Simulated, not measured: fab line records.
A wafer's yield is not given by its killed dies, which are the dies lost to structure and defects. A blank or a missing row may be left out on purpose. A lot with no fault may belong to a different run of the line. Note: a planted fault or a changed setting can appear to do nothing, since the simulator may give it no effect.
fab line records / flow sky130 / part 2 of 2: steps 24 to 32 of 32
record: lots: 5 wafers: 15 lastDay: 48
route steps=708 shown LDD_P@262 LDD_HVN@267 LDD_HVP@278 LDD_LDN@289
lots untouched by any fault: they come from a run of this same line in which no faults occurred
startH: the number of hours between the record's first day and the start of the first shown wafer of the lot / waitH: hours elapsed since this lot's preceding step / " unchanged from the row above / L1.1+2: a row that stands for several wafers / - no value, or no start given / * or withheld: withheld / < > ~ a bound
route shown NAME@n: NAME is a module with steps in the file, n the number in the route of the first one / usual: mean and standard deviation over wafers with no fault / same: alike in all rows / chamber/n: place in a boat / sites: each site's reading / _std_site: standard deviation of those values / _edge_site: outer sites' mean less inner sites' / radiusMm: for every site, how far away it sits from the centre of the wafer / mask NAME#n: copy n / behind: tool/chamber where the wafer was last shaped / hold: cause of the lot's hold/its duration in hours/its outcome / device: names the non-switching transistor (n, p or np) / end of line: the same wafers' tests at the end of the route / a step given without rows: its recipe and nothing more / killed: not the wafer's yield, but the dies lost to structure and defects at the first sort / map: shows each die of a wafer: x if killed, . if not, _ if none is there
set.NAME: setting as actually run; set.NAME@STEP: the setting as run at that earlier step / model.NAME: the simulator's own value behind a step, which no gauge read
lots at some steps of the route; a table a step, a row a wafer
services: from which hour (startH, from the record's first day; less than 0 if before it) a tool's chamber was out of use, for how many hours, and why
== steps ==
step: SKY_LDD_HVP_OVL_MEAS_07
usual: LDD_HVP_OVL: 0.4/1.3
lot.wafer=L074.2 tool=overlay-02 chamber=- startH=497.66 waitH=0.1 LDD_HVP_OVL[nm]=2.1
lot.wafer=L074.4 tool=overlay-02 chamber=- startH=497.66 waitH=0.1 LDD_HVP_OVL[nm]=-0.2
lot.wafer=L074.6 tool=overlay-02 chamber=- startH=497.66 waitH=0.1 LDD_HVP_OVL[nm]=1.1
lot.wafer=L076.3 tool=overlay-02 chamber=- startH=519.88 waitH=0.1 LDD_HVP_OVL[nm]=2.4
lot.wafer=L076.4 tool=overlay-02 chamber=- startH=519.88 waitH=0.1 LDD_HVP_OVL[nm]=2.0
lot.wafer=L076.5 tool=overlay-02 chamber=- startH=519.88 waitH=0.1 LDD_HVP_OVL[nm]=0.4
lot.wafer=L077.3 tool=overlay-01 chamber=- startH=520.18 waitH=0.1 LDD_HVP_OVL[nm]=-0.2
lot.wafer=L077.4 tool=overlay-01 chamber=- startH=520.18 waitH=0.1 LDD_HVP_OVL[nm]=1.5
lot.wafer=L077.6 tool=overlay-01 chamber=- startH=520.18 waitH=0.1 LDD_HVP_OVL[nm]=0.5
lot.wafer=L081.1 tool=overlay-02 chamber=- startH=567.02 waitH=0.1 LDD_HVP_OVL[nm]=1.2
lot.wafer=L081.2 tool=overlay-02 chamber=- startH=567.02 waitH=0.1 LDD_HVP_OVL[nm]=-0.7
lot.wafer=L081.5 tool=overlay-02 chamber=- startH=567.02 waitH=0.1 LDD_HVP_OVL[nm]=-0.8
lot.wafer=L085.2 tool=overlay-02 chamber=- startH=604.11 waitH=0.1 LDD_HVP_OVL[nm]=-1.3
lot.wafer=L085.3 tool=overlay-02 chamber=- startH=604.11 waitH=0.1 LDD_HVP_OVL[nm]=-1.4
lot.wafer=L085.4 tool=overlay-02 chamber=- startH=604.11 waitH=0.1 LDD_HVP_OVL[nm]=-1.8
step: SKY_LDD_HVP_IMPLANT_08
recipe: species: B energyKev: 20 doseCm2: 1.7e+13 tiltDeg: 17.9
usual: doseIonsCm2: 1.7002e+13/2e+10 endStationPressureTorr: 5.08e-06/2.7e-07
lot.wafer=L074.2 tool=implanter-04 chamber=0 startH=497.71 waitH=0.0 doseIonsCm2=1.6982e+13 endStationPressureTorr=5.14e-06
lot.wafer=L074.4 tool=implanter-04 chamber=0 startH=497.71 waitH=0.0 doseIonsCm2=1.7001e+13 endStationPressureTorr=5.25e-06
lot.wafer=L074.6 tool=implanter-04 chamber=0 startH=497.71 waitH=0.0 doseIonsCm2=1.7014e+13 endStationPressureTorr=5.23e-06
lot.wafer=L076.3 tool=implanter-02 chamber=0 startH=519.95 waitH=0.1 doseIonsCm2=1.6996e+13 endStationPressureTorr=5.06e-06
lot.wafer=L076.4 tool=implanter-02 chamber=0 startH=519.95 waitH=0.1 doseIonsCm2=1.7009e+13 endStationPressureTorr=5.11e-06
lot.wafer=L076.5 tool=implanter-02 chamber=0 startH=519.95 waitH=0.1 doseIonsCm2=1.703e+13 endStationPressureTorr=5.54e-06
lot.wafer=L077.3 tool=implanter-04 chamber=0 startH=520.25 waitH=0.1 doseIonsCm2=1.6984e+13 endStationPressureTorr=5.1e-06
lot.wafer=L077.4 tool=implanter-04 chamber=0 startH=520.25 waitH=0.1 doseIonsCm2=1.6991e+13 endStationPressureTorr=5.03e-06
lot.wafer=L077.6 tool=implanter-04 chamber=0 startH=520.25 waitH=0.1 doseIonsCm2=1.7001e+13 endStationPressureTorr=4.64e-06
lot.wafer=L081.1 tool=implanter-04 chamber=0 startH=567.05 waitH=0.0 doseIonsCm2=1.7e+13 endStationPressureTorr=4.85e-06
lot.wafer=L081.2 tool=implanter-04 chamber=0 startH=567.05 waitH=0.0 doseIonsCm2=1.6998e+13 endStationPressureTorr=4.92e-06
lot.wafer=L081.5 tool=implanter-04 chamber=0 startH=567.05 waitH=0.0 doseIonsCm2=1.7006e+13 endStationPressureTorr=4.98e-06
lot.wafer=L085.2 tool=implanter-03 chamber=0 startH=604.17 waitH=0.0 doseIonsCm2=1.6977e+13 endStationPressureTorr=4.6e-06
lot.wafer=L085.3 tool=implanter-03 chamber=0 startH=604.17 waitH=0.0 doseIonsCm2=1.6973e+13 endStationPressureTorr=5.09e-06
lot.wafer=L085.4 tool=implanter-03 chamber=0 startH=604.17 waitH=0.0 doseIonsCm2=1.6993e+13 endStationPressureTorr=5.45e-06
step: SKY_LDD_HVP_STRIP_09
recipe: chemistry: O2/N2 powerW: 1400 pressureMtorr: 1500 platenTempC: withheld o2FlowSccm: 3000 n2FlowSccm: 300 overashFraction: 0.5
usual: drypumpMotorCurrentA: 5.8/0.43 o2FlowSccm: 2999/8.4 oesProductAu: 0.409/0.0047 stripTimeToEndpointS: 4.135/0.015
same: overashFraction: 0.5
lot.wafer=L074.2 tool=plasmaAsher-01 chamber=1 startH=497.84 waitH=0.1 drypumpMotorCurrentA=5.4 o2FlowSccm=3012 oesProductAu=0.401 rfHoursCounterH=38 stripTimeToEndpointS=4.139
lot.wafer=L074.4 tool=plasmaAsher-01 chamber=0 startH=497.84 waitH=0.1 drypumpMotorCurrentA=4.9 o2FlowSccm=3006 oesProductAu=0.406 rfHoursCounterH=- stripTimeToEndpointS=4.133
lot.wafer=L074.6 tool=plasmaAsher-01 chamber=0 startH=497.84 waitH=0.1 drypumpMotorCurrentA=4.9 o2FlowSccm=3004 oesProductAu=0.415 rfHoursCounterH=- stripTimeToEndpointS=4.155
lot.wafer=L076.3 tool=plasmaAsher-01 chamber=1 startH=520.08 waitH=0.1 drypumpMotorCurrentA=5.4 o2FlowSccm=3001 oesProductAu=0.407 rfHoursCounterH=- stripTimeToEndpointS=4.151
lot.wafer=L076.4 tool=plasmaAsher-01 chamber=0 startH=520.08 waitH=0.1 drypumpMotorCurrentA=5.0 o2FlowSccm=2979 oesProductAu=0.417 rfHoursCounterH=- stripTimeToEndpointS=4.135
lot.wafer=L076.5 tool=plasmaAsher-01 chamber=0 startH=520.08 waitH=0.1 drypumpMotorCurrentA=4.9 o2FlowSccm=2992 oesProductAu=0.408 rfHoursCounterH=- stripTimeToEndpointS=4.120
lot.wafer=L077.3 tool=plasmaAsher-02 chamber=0 startH=520.38 waitH=0.1 drypumpMotorCurrentA=5.8 o2FlowSccm=3002 oesProductAu=0.407 rfHoursCounterH=- stripTimeToEndpointS=4.126
lot.wafer=L077.4 tool=plasmaAsher-02 chamber=1 startH=520.38 waitH=0.1 drypumpMotorCurrentA=5.8 o2FlowSccm=2992 oesProductAu=0.411 rfHoursCounterH=- stripTimeToEndpointS=4.134
lot.wafer=L077.6 tool=plasmaAsher-02 chamber=0 startH=520.38 waitH=0.1 drypumpMotorCurrentA=5.8 o2FlowSccm=2985 oesProductAu=0.401 rfHoursCounterH=- stripTimeToEndpointS=4.117
lot.wafer=L081.1 tool=plasmaAsher-03 chamber=0 startH=567.20 waitH=0.1 drypumpMotorCurrentA=6.1 o2FlowSccm=3008 oesProductAu=0.412 rfHoursCounterH=77 stripTimeToEndpointS=4.130
lot.wafer=L081.2 tool=plasmaAsher-03 chamber=1 startH=567.20 waitH=0.1 drypumpMotorCurrentA=6.3 o2FlowSccm=3002 oesProductAu=0.413 rfHoursCounterH=77 stripTimeToEndpointS=4.114
lot.wafer=L081.5 tool=plasmaAsher-03 chamber=1 startH=567.20 waitH=0.1 drypumpMotorCurrentA=6.3 o2FlowSccm=2995 oesProductAu=0.406 rfHoursCounterH=- stripTimeToEndpointS=4.143
lot.wafer=L085.2 tool=plasmaAsher-01 chamber=0 startH=604.29 waitH=0.1 drypumpMotorCurrentA=4.9 o2FlowSccm=3000 oesProductAu=0.411 rfHoursCounterH=49 stripTimeToEndpointS=4.116
lot.wafer=L085.3 tool=plasmaAsher-01 chamber=0 startH=604.29 waitH=0.1 drypumpMotorCurrentA=4.9 o2FlowSccm=3005 oesProductAu=0.414 rfHoursCounterH=- stripTimeToEndpointS=4.136
lot.wafer=L085.4 tool=plasmaAsher-01 chamber=1 startH=604.29 waitH=0.1 drypumpMotorCurrentA=5.4 o2FlowSccm=3008 oesProductAu=0.406 rfHoursCounterH=- stripTimeToEndpointS=4.155
step: SKY_LDD_HVP_TW_MEAS_10
usual: LDD_HVP_TW: 459.3/2.1
lot.wafer=L074.2 tool=filmMetro-04 chamber=- startH=497.95 waitH=0.1 LDD_HVP_TW=460.7
lot.wafer=L074.4 tool=filmMetro-04 chamber=- startH=497.95 waitH=0.1 LDD_HVP_TW=461.5
lot.wafer=L074.6 tool=filmMetro-04 chamber=- startH=497.95 waitH=0.1 LDD_HVP_TW=460.8
lot.wafer=L076.3 tool=filmMetro-02 chamber=- startH=520.17 waitH=0.1 LDD_HVP_TW=457.4
lot.wafer=L076.4 tool=filmMetro-02 chamber=- startH=520.17 waitH=0.1 LDD_HVP_TW=457.9
lot.wafer=L076.5 tool=filmMetro-02 chamber=- startH=520.17 waitH=0.1 LDD_HVP_TW=456.6
lot.wafer=L077.3 tool=filmMetro-02 chamber=- startH=520.47 waitH=0.1 LDD_HVP_TW=455.7
lot.wafer=L077.4 tool=filmMetro-02 chamber=- startH=520.47 waitH=0.1 LDD_HVP_TW=458.3
lot.wafer=L077.6 tool=filmMetro-02 chamber=- startH=520.47 waitH=0.1 LDD_HVP_TW=457.5
lot.wafer=L081.1 tool=filmMetro-04 chamber=- startH=567.30 waitH=0.1 LDD_HVP_TW=459.6
lot.wafer=L081.2 tool=filmMetro-04 chamber=- startH=567.30 waitH=0.1 LDD_HVP_TW=460.7
lot.wafer=L081.5 tool=filmMetro-04 chamber=- startH=567.30 waitH=0.1 LDD_HVP_TW=461.1
lot.wafer=L085.2 tool=filmMetro-04 chamber=- startH=604.40 waitH=0.1 LDD_HVP_TW=459.0
lot.wafer=L085.3 tool=filmMetro-04 chamber=- startH=604.40 waitH=0.1 LDD_HVP_TW=461.6
lot.wafer=L085.4 tool=filmMetro-04 chamber=- startH=604.40 waitH=0.1 LDD_HVP_TW=459.9
step: SKY_LDD_LDN_DEHYDRATE_00
recipe: tempC: 200 timeS: 60
usual: chillPlateTempC: 22.99/0.11
lot.wafer=L074.2 tool=lithoTrack-04 chamber=0 startH=512.70 waitH=14.7 chillPlateTempC=22.88
lot.wafer=L074.4 tool=lithoTrack-04 chamber=0 startH=512.70 waitH=14.7 chillPlateTempC=22.99
lot.wafer=L074.6 tool=lithoTrack-04 chamber=0 startH=512.70 waitH=14.7 chillPlateTempC=23.04
lot.wafer=L076.3 tool=lithoTrack-04 chamber=0 startH=534.77 waitH=14.6 chillPlateTempC=22.86
lot.wafer=L076.4 tool=lithoTrack-04 chamber=0 startH=534.77 waitH=14.6 chillPlateTempC=22.94
lot.wafer=L076.5 tool=lithoTrack-04 chamber=0 startH=534.77 waitH=14.6 chillPlateTempC=22.82
lot.wafer=L077.3 tool=lithoTrack-02 chamber=0 startH=535.22 waitH=14.7 chillPlateTempC=22.91
lot.wafer=L077.4 tool=lithoTrack-02 chamber=0 startH=535.22 waitH=14.7 chillPlateTempC=22.87
lot.wafer=L077.6 tool=lithoTrack-02 chamber=0 startH=535.22 waitH=14.7 chillPlateTempC=22.92
lot.wafer=L081.1 tool=lithoTrack-04 chamber=0 startH=581.72 waitH=14.4 chillPlateTempC=23.00
lot.wafer=L081.2 tool=lithoTrack-04 chamber=0 startH=581.72 waitH=14.4 chillPlateTempC=23.11
lot.wafer=L081.5 tool=lithoTrack-04 chamber=0 startH=581.72 waitH=14.4 chillPlateTempC=23.02
lot.wafer=L085.2 tool=lithoTrack-02 chamber=0 startH=618.49 waitH=14.1 chillPlateTempC=23.03
lot.wafer=L085.3 tool=lithoTrack-02 chamber=0 startH=618.49 waitH=14.1 chillPlateTempC=23.18
lot.wafer=L085.4 tool=lithoTrack-02 chamber=0 startH=618.49 waitH=14.1 chillPlateTempC=23.04
step: SKY_LDD_LDN_HMDS_01
recipe: primeTimeS: 60 primeTempC: 120
usual: chillPlateTempC: 23.01/0.11
lot.wafer=L074.2 tool=lithoTrack-04 chamber=0 startH=512.85 waitH=0.1 chillPlateTempC=23.16
lot.wafer=L074.4 tool=lithoTrack-04 chamber=0 startH=512.85 waitH=0.1 chillPlateTempC=23.23
lot.wafer=L074.6 tool=lithoTrack-04 chamber=0 startH=512.85 waitH=0.1 chillPlateTempC=23.20
lot.wafer=L076.3 tool=lithoTrack-04 chamber=0 startH=534.92 waitH=0.1 chillPlateTempC=23.10
lot.wafer=L076.4 tool=lithoTrack-04 chamber=0 startH=534.92 waitH=0.1 chillPlateTempC=23.06
lot.wafer=L076.5 tool=lithoTrack-04 chamber=0 startH=534.92 waitH=0.1 chillPlateTempC=23.31
lot.wafer=L077.3 tool=lithoTrack-02 chamber=0 startH=535.37 waitH=0.1 chillPlateTempC=23.05
lot.wafer=L077.4 tool=lithoTrack-02 chamber=0 startH=535.37 waitH=0.1 chillPlateTempC=23.11
lot.wafer=L077.6 tool=lithoTrack-02 chamber=0 startH=535.37 waitH=0.1 chillPlateTempC=23.12
lot.wafer=L081.1 tool=lithoTrack-04 chamber=0 startH=581.87 waitH=0.1 chillPlateTempC=23.01
lot.wafer=L081.2 tool=lithoTrack-04 chamber=0 startH=581.87 waitH=0.1 chillPlateTempC=23.26
lot.wafer=L081.5 tool=lithoTrack-04 chamber=0 startH=581.87 waitH=0.1 chillPlateTempC=22.99
lot.wafer=L085.2 tool=lithoTrack-02 chamber=0 startH=618.64 waitH=0.1 chillPlateTempC=22.95
lot.wafer=L085.3 tool=lithoTrack-02 chamber=0 startH=618.64 waitH=0.1 chillPlateTempC=22.89
lot.wafer=L085.4 tool=lithoTrack-02 chamber=0 startH=618.64 waitH=0.1 chillPlateTempC=22.87
step: SKY_LDD_LDN_COAT_02
recipe: resist: NOVOLAK spinRpm: 3000 resistThkNm: 1140
usual: chillPlateTempC: 23.00/0.11 dispensePressureKPa: 50/5.5
lot.wafer=L074.2 tool=lithoTrack-04 chamber=0 startH=513.00 waitH=0.1 chillPlateTempC=22.70 dispensePressureKPa=57
lot.wafer=L074.4 tool=lithoTrack-04 chamber=0 startH=513.00 waitH=0.1 chillPlateTempC=22.85 dispensePressureKPa=57
lot.wafer=L074.6 tool=lithoTrack-04 chamber=0 startH=513.00 waitH=0.1 chillPlateTempC=22.83 dispensePressureKPa=57
lot.wafer=L076.3 tool=lithoTrack-04 chamber=0 startH=535.07 waitH=0.1 chillPlateTempC=22.87 dispensePressureKPa=57
lot.wafer=L076.4 tool=lithoTrack-04 chamber=0 startH=535.07 waitH=0.1 chillPlateTempC=23.04 dispensePressureKPa=57
lot.wafer=L076.5 tool=lithoTrack-04 chamber=0 startH=535.07 waitH=0.1 chillPlateTempC=22.91 dispensePressureKPa=57
lot.wafer=L077.3 tool=lithoTrack-02 chamber=0 startH=535.52 waitH=0.1 chillPlateTempC=23.02 dispensePressureKPa=44
lot.wafer=L077.4 tool=lithoTrack-02 chamber=0 startH=535.52 waitH=0.1 chillPlateTempC=23.05 dispensePressureKPa=44
lot.wafer=L077.6 tool=lithoTrack-02 chamber=0 startH=535.52 waitH=0.1 chillPlateTempC=22.87 dispensePressureKPa=44
lot.wafer=L081.1 tool=lithoTrack-04 chamber=0 startH=582.02 waitH=0.1 chillPlateTempC=23.10 dispensePressureKPa=57
lot.wafer=L081.2 tool=lithoTrack-04 chamber=0 startH=582.02 waitH=0.1 chillPlateTempC=22.93 dispensePressureKPa=57
lot.wafer=L081.5 tool=lithoTrack-04 chamber=0 startH=582.02 waitH=0.1 chillPlateTempC=22.96 dispensePressureKPa=57
lot.wafer=L085.2 tool=lithoTrack-02 chamber=0 startH=618.79 waitH=0.1 chillPlateTempC=23.01 dispensePressureKPa=44
lot.wafer=L085.3 tool=lithoTrack-02 chamber=0 startH=618.79 waitH=0.1 chillPlateTempC=22.95 dispensePressureKPa=44
lot.wafer=L085.4 tool=lithoTrack-02 chamber=0 startH=618.79 waitH=0.1 chillPlateTempC=22.88 dispensePressureKPa=44
step: SKY_LDD_LDN_SOFTBAKE_03
recipe: tempC: 90 timeS: 60 resist: NOVOLAK
usual: chillPlateTempC: 23.01/0.097
lot.wafer=L074.2 tool=lithoTrack-04 chamber=0 startH=513.15 waitH=0.1 chillPlateTempC=22.82
lot.wafer=L074.4 tool=lithoTrack-04 chamber=0 startH=513.15 waitH=0.1 chillPlateTempC=22.96
lot.wafer=L074.6 tool=lithoTrack-04 chamber=0 startH=513.15 waitH=0.1 chillPlateTempC=23.08
lot.wafer=L076.3 tool=lithoTrack-04 chamber=0 startH=535.22 waitH=0.1 chillPlateTempC=22.97
lot.wafer=L076.4 tool=lithoTrack-04 chamber=0 startH=535.22 waitH=0.1 chillPlateTempC=23.07
lot.wafer=L076.5 tool=lithoTrack-04 chamber=0 startH=535.22 waitH=0.1 chillPlateTempC=23.11
lot.wafer=L077.3 tool=lithoTrack-02 chamber=0 startH=535.67 waitH=0.1 chillPlateTempC=23.10
lot.wafer=L077.4 tool=lithoTrack-02 chamber=0 startH=535.67 waitH=0.1 chillPlateTempC=23.16
lot.wafer=L077.6 tool=lithoTrack-02 chamber=0 startH=535.67 waitH=0.1 chillPlateTempC=23.04
lot.wafer=L081.1 tool=lithoTrack-04 chamber=0 startH=582.17 waitH=0.1 chillPlateTempC=23.08
lot.wafer=L081.2 tool=lithoTrack-04 chamber=0 startH=582.17 waitH=0.1 chillPlateTempC=22.98
lot.wafer=L081.5 tool=lithoTrack-04 chamber=0 startH=582.17 waitH=0.1 chillPlateTempC=23.14
lot.wafer=L085.2 tool=lithoTrack-02 chamber=0 startH=618.94 waitH=0.1 chillPlateTempC=22.77
lot.wafer=L085.3 tool=lithoTrack-02 chamber=0 startH=618.94 waitH=0.1 chillPlateTempC=22.94
lot.wafer=L085.4 tool=lithoTrack-02 chamber=0 startH=618.94 waitH=0.1 chillPlateTempC=22.95
step: SKY_LDD_LDN_EXPOSE_04
recipe: maskId: LDNTM na: 0.6 sourceShape: conventional sigmaOuter: 0.6 polarization: unpolarized targetCdNm: 700 doseMj: 140
usual: stageVelMmS: 500.06/0.24
lot.wafer=L074.2 tool=ilineStepper-01 chamber=0 startH=- waitH=- mask=LDNTM#0 stageVelMmS=499.90
lot.wafer=L074.4 tool=ilineStepper-01 chamber=0 startH=- waitH=- mask=LDNTM#0 stageVelMmS=500.07
lot.wafer=L074.6 tool=ilineStepper-01 chamber=0 startH=- waitH=- mask=LDNTM#0 stageVelMmS=500.07
lot.wafer=L076.3 tool=ilineStepper-02 chamber=0 startH=- waitH=- mask=LDNTM#0 stageVelMmS=499.86
lot.wafer=L076.4 tool=ilineStepper-02 chamber=0 startH=- waitH=- mask=LDNTM#0 stageVelMmS=500.17
lot.wafer=L076.5 tool=ilineStepper-02 chamber=0 startH=- waitH=- mask=LDNTM#0 stageVelMmS=500.00
lot.wafer=L077.3 tool=ilineStepper-01 chamber=0 startH=- waitH=- mask=LDNTM#0 stageVelMmS=500.21
lot.wafer=L077.4 tool=ilineStepper-01 chamber=0 startH=- waitH=- mask=LDNTM#0 stageVelMmS=500.06
lot.wafer=L077.6 tool=ilineStepper-01 chamber=0 startH=- waitH=- mask=LDNTM#0 stageVelMmS=500.23
lot.wafer=L081.1 tool=ilineStepper-01 chamber=0 startH=- waitH=- mask=LDNTM#0 stageVelMmS=499.97
lot.wafer=L081.2 tool=ilineStepper-01 chamber=0 startH=- waitH=- mask=LDNTM#0 stageVelMmS=500.06
lot.wafer=L081.5 tool=ilineStepper-01 chamber=0 startH=- waitH=- mask=LDNTM#0 stageVelMmS=500.06
lot.wafer=L085.2 tool=ilineStepper-01 chamber=0 startH=- waitH=- mask=LDNTM#0 stageVelMmS=499.93
lot.wafer=L085.3 tool=ilineStepper-01 chamber=0 startH=- waitH=- mask=LDNTM#0 stageVelMmS=499.79
lot.wafer=L085.4 tool=ilineStepper-01 chamber=0 startH=- waitH=- mask=LDNTM#0 stageVelMmS=499.56
== services ==
tool=implanter-03 chamber=- startH=415.12 hours=17.3 kind=pm
tool=implanter-01 chamber=- startH=434.77 hours=2.7 kind=repair
tool=implanter-03 chamber=- startH=440.42 hours=1.8 kind=repair
tool=implanter-04 chamber=- startH=444.32 hours=5.5 kind=repair
tool=ilineStepper-01 chamber=- startH=453.52 hours=1.7 kind=pm
tool=implanter-04 chamber=- startH=465.30 hours=0.7 kind=repair
tool=implanter-04 chamber=- startH=471.62 hours=1.3 kind=repair
tool=ilineStepper-01 chamber=- startH=473.42 hours=28.9 kind=pm
tool=plasmaAsher-04 chamber=- startH=476.09 hours=2.2 kind=repair
tool=implanter-03 chamber=- startH=522.86 hours=3.1 kind=pm
tool=implanter-02 chamber=- startH=523.28 hours=4.0 kind=pm
tool=implanter-04 chamber=- startH=523.48 hours=4.8 kind=repair
tool=plasmaAsher-03 chamber=- startH=536.96 hours=2.8 kind=pm
tool=implanter-01 chamber=- startH=548.72 hours=3.2 kind=repair
tool=implanter-02 chamber=- startH=550.79 hours=2.0 kind=repair
tool=implanter-01 chamber=- startH=554.64 hours=0.9 kind=repair
tool=implanter-03 chamber=- startH=558.99 hours=8.2 kind=repair
tool=implanter-01 chamber=- startH=566.78 hours=1.1 kind=repair
tool=ilineStepper-02 chamber=- startH=567.09 hours=28.9 kind=pm
tool=implanter-04 chamber=- startH=569.66 hours=3.0 kind=pm
tool=implanter-03 chamber=- startH=569.94 hours=11.3 kind=pm
tool=implanter-01 chamber=- startH=590.88 hours=2.7 kind=repair
tool=ilineStepper-02 chamber=- startH=595.98 hours=1.7 kind=pm
tool=ilineStepper-02 chamber=- startH=617.87 hours=4.4 kind=pm
